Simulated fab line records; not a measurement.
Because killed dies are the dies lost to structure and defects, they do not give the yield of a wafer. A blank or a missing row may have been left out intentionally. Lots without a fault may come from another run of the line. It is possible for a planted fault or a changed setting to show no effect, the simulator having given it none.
fab line records    flow gf180mcu    part 2 of 2: steps 29 to 37 of 37
record: lots: 5  wafers: 15  last_day: 32
route steps=602 shown HV_LDD@197
lots that met no fault: taken from a fault-free run of the same line
start_h: the number of hours between the record's first day and the start of the first shown wafer of the lot    wait_h: how many hours have passed since the lot's step before this one    " the same as in the row above    L1.1+2: one row covering several wafers at once    - value missing, or start not given    * or withheld: withheld    < > ~ a bound
route shown NAME@n: names a module that has steps shown in the file, with the first one's number in the route    usual: mean/standard deviation of fault-free wafers    same: alike in all rows    chamber/n: place in a boat    sites: each site's reading    _std_site: standard deviation of those values    _edge_site: inner sites' mean taken away from outer sites' mean    radius_mm: for every site, how far away it sits from the centre of the wafer    mask NAME#n: copy n    behind: the most recent tool/chamber to have shaped the wafer    hold: reason for holding the lot/hours on hold/outcome of the hold    device: the transistor (n, p or np) that didn't switch    end of line: tests of these same wafers at the route's end    step lacking rows: just its recipe    killed: dies lost to structure and defects at the first sort, not the wafer's yield    map: the dies of a wafer, with x for killed, . for not killed, _ for no die there
set.NAME: the setting as run; set.NAME@STEP: as run at that earlier step    model.NAME: the simulator's own value behind a step, which no gauge read
lots at some steps of the route; a table a step, a row a wafer
services: a tool's chamber out of use, with start hour (start_h, from the record's first day; less than 0 if before it), hours out, and reason
== steps ==
step: GF_HV_LDD_STRIP_49
recipe: chemistry: O2/N2  power_w: 1400  pressure_mtorr: 1500  platen_temp_c: 250  o2_flow_sccm: 3000  n2_flow_sccm: 300  overash_fraction: 0.5
usual: drypump_motor_current_A: 5.9/0.5  heater_power_w: 336/43  n2_flow_sccm: 300.1/0.92  oes_product_au: 0.716/0.0046  platen_temp_c: 249.98/0.18  strip_time_to_endpoint_s: 12.64/0.04
lot.wafer  tool             chamber  start_h  wait_h  drypump_motor_current_A  heater_power_w  n2_flow_sccm  oes_product_au  platen_temp_c  rf_hours_counter_h  strip_time_to_endpoint_s
L076.3     plasma_asher-04  0        299.64   0.1     6.2                      319             299.6         0.718           250.30         -                   12.62
L076.5     "                1        "        "       6.6                      368             299.2         0.717           249.92         -                   12.62
L076.6     "                0        "        "       6.2                      325             297.2         0.721           249.99         -                   12.62
L077.3     plasma_asher-01  0        300.84   0.1     6.2                      383             300.9         0.721           249.83         -                   12.55
L077.4     "                1        "        "       5.9                      280             300.4         0.715           250.29         -                   12.54
L077.6     "                0        "        "       6.2                      379             301.0         0.720           250.16         -                   12.52
L079.2     plasma_asher-03  0        324.21   0.1     6.0                      289             300.6         0.714           249.73         73                  12.67
L079.5     "                1        "        "       5.0                      374             301.6         0.716           249.85         -                   12.69
L079.6     "                0        "        "       6.0                      291             300.8         0.713           249.81         -                   12.66
L080.2     plasma_asher-01  0        324.51   0.1     6.2                      387             300.8         0.716           249.80         60                  12.57
L080.5     "                0        "        "       6.2                      384             301.0         0.717           249.89         -                   12.55
L080.6     "                1        "        "       5.8                      284             299.9         0.718           249.94         -                   12.58
L087.2     plasma_asher-01  1        392.52   0.1     5.8                      270             300.5         0.722           249.82         67                  12.61
L087.3     "                0        "        "       6.2                      388             298.8         0.725           250.18         -                   12.60
L087.5     "                0        "        "       6.2                      381             299.1         0.724           249.98         -                   12.63
step: GF_HV_LDD_TW_MEAS_50
usual: HV_LDD_4_TW: 566/5.5
lot.wafer  tool           chamber  start_h  wait_h  HV_LDD_4_TW
L076.3     film_metro-04  -        299.73   0.1     573
L076.5     "              -        "        "       567
L076.6     "              -        "        "       570
L077.3     film_metro-01  -        300.93   0.1     566
L077.4     "              -        "        "       569
L077.6     "              -        "        "       571
L079.2     film_metro-02  -        324.32   0.1     557
L079.5     "              -        "        "       561
L079.6     "              -        "        "       558
L080.2     film_metro-01  -        324.62   0.1     572
L080.5     "              -        "        "       576
L080.6     "              -        "        "       574
L087.2     film_metro-04  -        392.63   0.1     564
L087.3     "              -        "        "       566
L087.5     "              -        "        "       570
step: GF_HV_LDD_CLEAN_51
recipe: chemistry: SC1/SC2  mix: 1:4:20  temp_c: 70  time_s: 150  dry: n2_spin
lot.wafer   tool          chamber  start_h  wait_h
L076.3+5+6  wet_bench-03  1        299.77   0.0
L077.3+4+6  wet_bench-02  0        300.97   0.0
L079.2+5+6  wet_bench-03  2        324.37   0.0
L080.2+5+6  wet_bench-03  0        324.67   0.0
L087.2+3+5  wet_bench-02  2        392.68   0.0
step: GF_HV_LDD_RTA_52
recipe: temp_c: 1000  time_s: 10  ambient: N2
usual: lamp_power_pct: 32.8/0.81  wafer_temp_C_max: 1003.9/0.88
lot.wafer  tool           chamber  start_h  wait_h  lamp_power_pct  wafer_temp_C_max
L076.3     rtp_anneal-01  0        299.85   0.0     33.6            1004.4
L076.5     "              0        "        "       33.5            1004.7
L076.6     "              0        "        "       33.6            1003.4
L077.3     rtp_anneal-01  0        301.04   0.0     33.6            1003.9
L077.4     "              0        "        "       33.6            1003.2
L077.6     "              0        "        "       33.6            1003.8
L079.2     rtp_anneal-01  0        324.44   0.0     33.6            1003.9
L079.5     "              0        "        "       33.5            1003.2
L079.6     "              0        "        "       33.5            1004.1
L080.2     rtp_anneal-02  0        324.74   0.0     31.9            1004.2
L080.5     "              0        "        "       31.9            1002.9
L080.6     "              0        "        "       32.0            1004.7
L087.2     rtp_anneal-02  0        392.75   0.0     31.9            1003.7
L087.3     "              0        "        "       31.9            1003.9
L087.5     "              0        "        "       31.9            1003.2
step: GF_HV_LDD_RS_MEAS_53
recipe: thk_meas_gauge: four-point-probe
usual: HV_LDD_RS: 417.8/0.99
lot.wafer  tool           chamber  start_h  wait_h  HV_LDD_RS[ohm/sq]
L076.3     film_metro-04  -        299.93   0.1     416.7
L076.5     "              -        "        "       417.4
L076.6     "              -        "        "       416.3
L077.3     film_metro-04  -        301.13   0.1     416.5
L077.4     "              -        "        "       416.5
L077.6     "              -        "        "       415.5
L079.2     film_metro-04  -        324.51   0.1     418.7
L079.5     "              -        "        "       418.1
L079.6     "              -        "        "       417.8
L080.2     film_metro-01  -        324.81   0.1     414.6
L080.5     "              -        "        "       416.1
L080.6     "              -        "        "       417.7
L087.2     film_metro-04  -        392.82   0.1     418.7
L087.3     "              -        "        "       417.7
L087.5     "              -        "        "       418.2
step: GF_HV_LDD_CVD_54
recipe: material: SiO2  target_thk_nm: 10  precursor: TEOS  temp_c: 680  time_s: 75  pressure_mtorr: 400
usual: spike_tc_bottom_C: 701.5/1.8  spike_tc_lower_C: 680.2/1.1
lot.wafer  tool      chamber  start_h  wait_h  spike_tc_bottom_C  spike_tc_lower_C
L076.3     lpcvd-02  1        300.01   0.1     702.2              679.6
L076.5     "         1        "        "       702.1              679.6
L076.6     "         1        "        "       701.9              681.5
L077.3     lpcvd-01  1        301.79   0.6     701.7              680.5
L077.4     "         1        "        "       702.5              680.9
L077.6     "         1        "        "       704.1              679.0
L079.2     lpcvd-01  0        324.61   0.1     698.4              679.2
L079.5     "         0        "        "       699.5              679.3
L079.6     "         0        "        "       698.7              680.6
L080.2     lpcvd-02  0        325.84   1.0     704.6              679.6
L080.5     "         0        "        "       703.8              679.8
L080.6     "         0        "        "       702.5              678.1
L087.2     lpcvd-01  1        392.92   0.1     701.0              679.7
L087.3     "         1        "        "       704.0              680.9
L087.5     "         1        "        "       703.0              679.3
step: GF_HV_LDD_THK_MEAS_55
recipe: reads: SiO2_of_HV_LDD_CVD_54
usual: HV_LDD_CVD_54_THK: 9.99/0.12
lot.wafer  tool           chamber  start_h  wait_h  HV_LDD_CVD_54_THK[nm]
L076.3     film_metro-02  -        301.05   0.0     9.97
L076.5     "              -        "        "       10.00
L076.6     "              -        "        "       10.18
L077.3     film_metro-02  -        303.34   0.0     10.02
L077.4     "              -        "        "       10.08
L077.6     "              -        "        "       10.06
L079.2     film_metro-01  -        326.15   0.0     10.00
L079.5     "              -        "        "       9.93
L079.6     "              -        "        "       9.99
L080.2     film_metro-02  -        326.87   0.0     9.91
L080.5     "              -        "        "       9.90
L080.6     "              -        "        "       9.88
L087.2     film_metro-02  -        394.47   0.0     9.89
L087.3     "              -        "        "       9.94
L087.5     "              -        "        "       9.96
step: GF_HV_LDD_CVD_56
recipe: material: Si3N4  precursor: DCS/NH3  target_thk_nm: 90  temp_c: 770  time_s: 1543  pressure_mtorr: 250
usual: spike_tc_bottom_C: 791.3/1.9  spike_tc_lower_C: 770.1/1
lot.wafer  tool      chamber  start_h  wait_h  spike_tc_bottom_C  spike_tc_lower_C
L076.3     lpcvd-02  1        301.09   0.0     790.4              768.0
L076.5     "         1        "        "       791.9              770.3
L076.6     "         1        "        "       792.4              769.5
L077.3     lpcvd-02  0        304.51   1.2     792.8              770.6
L077.4     "         0        "        "       792.5              769.0
L077.6     "         0        "        "       792.8              770.2
L079.2     lpcvd-02  1        326.86   0.7     790.3              769.6
L079.5     "         1        "        "       791.2              770.3
L079.6     "         1        "        "       790.7              771.0
L080.2     lpcvd-02  0        328.29   1.4     792.8              767.7
L080.5     "         0        "        "       793.0              768.3
L080.6     "         0        "        "       792.9              769.9
L087.2     lpcvd-02  0        395.58   1.1     793.9              769.1
L087.3     "         0        "        "       793.8              769.5
L087.5     "         0        "        "       793.0              770.3
step: GF_HV_LDD_THK_MEAS_57
recipe: reads: Si3N4_of_HV_LDD_CVD_56
usual: HV_LDD_CVD_56_THK: 89.9/0.8
lot.wafer  tool           chamber  start_h  wait_h  HV_LDD_CVD_56_THK[nm]
L076.3     film_metro-04  -        302.54   0.0     89.4
L076.5     "              -        "        "       89.8
L076.6     "              -        "        "       89.9
L077.3     film_metro-02  -        306.67   0.0     91.2
L077.4     "              -        "        "       90.3
L077.6     "              -        "        "       91.5
L079.2     film_metro-02  -        328.30   0.0     88.9
L079.5     "              -        "        "       88.4
L079.6     "              -        "        "       88.4
L080.2     film_metro-02  -        329.72   0.0     89.6
L080.5     "              -        "        "       90.5
L080.6     "              -        "        "       90.7
L087.2     film_metro-01  -        397.02   0.0     90.9
L087.3     "              -        "        "       89.6
L087.5     "              -        "        "       90.3
== services ==
tool              chamber  start_h  hours  kind
rtp_anneal-02     -        229.74   6.5    pm
implanter-03      -        250.32   0.8    repair
plasma_asher-04   -        252.45   1.4    repair
implanter-03      -        254.96   0.7    repair
iline_stepper-02  -        256.71   12.2   repair
iline_stepper-01  -        257.77   32.6   repair
implanter-04      -        258.70   2.3    repair
rtp_anneal-01     -        272.95   3.9    pm
implanter-03      -        277.10   2.7    repair
implanter-01      -        292.17   2.1    repair
implanter-01      -        293.48   5.3    repair
implanter-01      -        304.11   3.5    pm
iline_stepper-02  0        315.26   -      calibration
wet_bench-02      -        317.31   0.6    repair
wet_bench-02      -        325.04   1.9    pm
implanter-04      -        356.01   1.5    repair
implanter-01      -        361.32   2.4    repair
iline_stepper-01  -        361.69   1.7    pm
plasma_asher-04   -        379.58   8.4    repair
rtp_anneal-02     -        386.73   4.2    pm
plasma_asher-04   -        387.70   0.4    repair
